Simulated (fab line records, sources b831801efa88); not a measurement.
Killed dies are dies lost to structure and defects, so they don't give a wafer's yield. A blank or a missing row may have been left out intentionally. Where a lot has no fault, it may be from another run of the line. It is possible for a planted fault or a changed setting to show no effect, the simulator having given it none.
Comparing a struck lot with a sound one | flow gf180mcu | 14 out of 602 route steps
Sound: these wafers, L242.1, L242.2, L242.6. Struck: wafer L244.5. (L244.2, L244.3 of the same lot were not struck and are left out.) The cause comes at the end.
Each step with rows lists, per side, the tool, then ch with its chambers, then its first start. Under that, the readings that differ: sound wafers | struck wafers | difference of the means | sigmas: that difference in standard deviations of wafers without a fault.
alike: readings whose means differ by less than 2 such deviations, and words and numbers that are the same on both sides. not compared: withheld readings, readings that some wafer has no value for, bounds like >300 that may hide the same value, and numbers for which the record gives no deviation and whose values overlap.
Wherever a step has rows on one side only, a row that says differs or no value, or a row with sigmas, the two part there. Numbers that don't overlap but have no deviation are shown without sigmas and don't part them. A reading that every wafer of one side lacks parts them only if that side has two wafers or more.

GF_V3_OVL_MEAS_15:
  struck on overlay-02, day 25 15:38; sound on overlay-02, day 24 18:01
  alike: V3_OVL
then, 2 steps without rows for these wafers: GF_V3_ETCH_16 (etches BARC in N2/H2); GF_V3_ETCH_17 (etches SiO2 in C4F8/O2/Ar, stops on TiN, target depth 635 nm).
GF_V3_STRIP_18: strips in O2/N2.
  sound on plasma_asher-04 ch 0,1, day 24 18:10; struck on plasma_asher-01 ch 0, day 25 15:47
  reading             | sound             | struck | difference | sigmas
  n2_flow_sccm (sccm) | 300.9 300.5 300.4 | 297.7  | -2.9       | -3
  alike: drypump_motor_current_A, heater_power_w, oes_product_au
  not compared: rf_hours_counter_h
then, 2 steps without rows for these wafers: GF_V3_STRIP_19 (strips in post etch residue remover, time 1200 s); GF_V3_CLEAN_20 (cleans in DIW).
GF_V3_SPUTTER_21: material Ti, target thk 15 nm, time 80.02 s.
  struck on pvd_sputter-04, day 25 16:20; sound on pvd_sputter-04, day 24 18:43
  alike: throttle_valve_pct
GF_V3_SPUTTER_22: material TiN, target thk 10 nm, time 40 s.
  struck on pvd_sputter-04, day 25 16:23; sound on pvd_sputter-04, day 24 18:46
  alike: throttle_valve_pct
GF_V3_CVD_23: deposits W, target thk 350 nm, time 104.9 s.
  sound on cvd_w-02 ch 0,1, day 24 18:49; struck on cvd_w-01 ch 0, day 25 16:26
  reading            | sound       | struck | difference | sigmas
  heater_power_w (W) | 869 903 891 | 712    | -176       | -2
GF_V3_RS_MEAS_24: uses a four-point probe to measure.
  struck on film_metro-02, day 25 16:34; sound on film_metro-01, day 24 18:55
  alike: V3_W_RS
GF_V3_THK_MEAS_25: measures by xrf.
  struck on film_metro-02, day 25 16:40; sound on film_metro-01, day 24 19:02
  alike: V3_W_THK
then, 1 step without rows for these wafers: GF_V3_CMP_26 (polishes, stops on SiO2, t overpolish 15 s, target thk 0 nm).
GF_M4_SPUTTER_00: material Ti, target thk 37.5 nm, time 150 s.
  struck on pvd_sputter-04, day 25 17:01; sound on pvd_sputter-04, day 24 19:24
  reading                               | sound          | struck | difference | sigmas
  model.Ti_of_M4_SPUTTER_00.thk_nm (nm) | 37.05 37 36.94 | 56.08  | +19.08     |
  alike: throttle_valve_pct
GF_M4_SPUTTER_01: material TiN, target thk 30 nm, time 25 s.
  struck on pvd_sputter-04, day 25 17:07; sound on pvd_sputter-04, day 24 19:30
  alike: throttle_valve_pct

## WHERE THEY PART
Last at GF_V3_CVD_23 as far as this record goes, first at GF_V3_STRIP_18. Later steps at which nothing parts them and some readings are alike: GF_V3_RS_MEAS_24, GF_V3_THK_MEAS_25, GF_M4_SPUTTER_00, GF_M4_SPUTTER_01.

WHY: what the simulator had put in
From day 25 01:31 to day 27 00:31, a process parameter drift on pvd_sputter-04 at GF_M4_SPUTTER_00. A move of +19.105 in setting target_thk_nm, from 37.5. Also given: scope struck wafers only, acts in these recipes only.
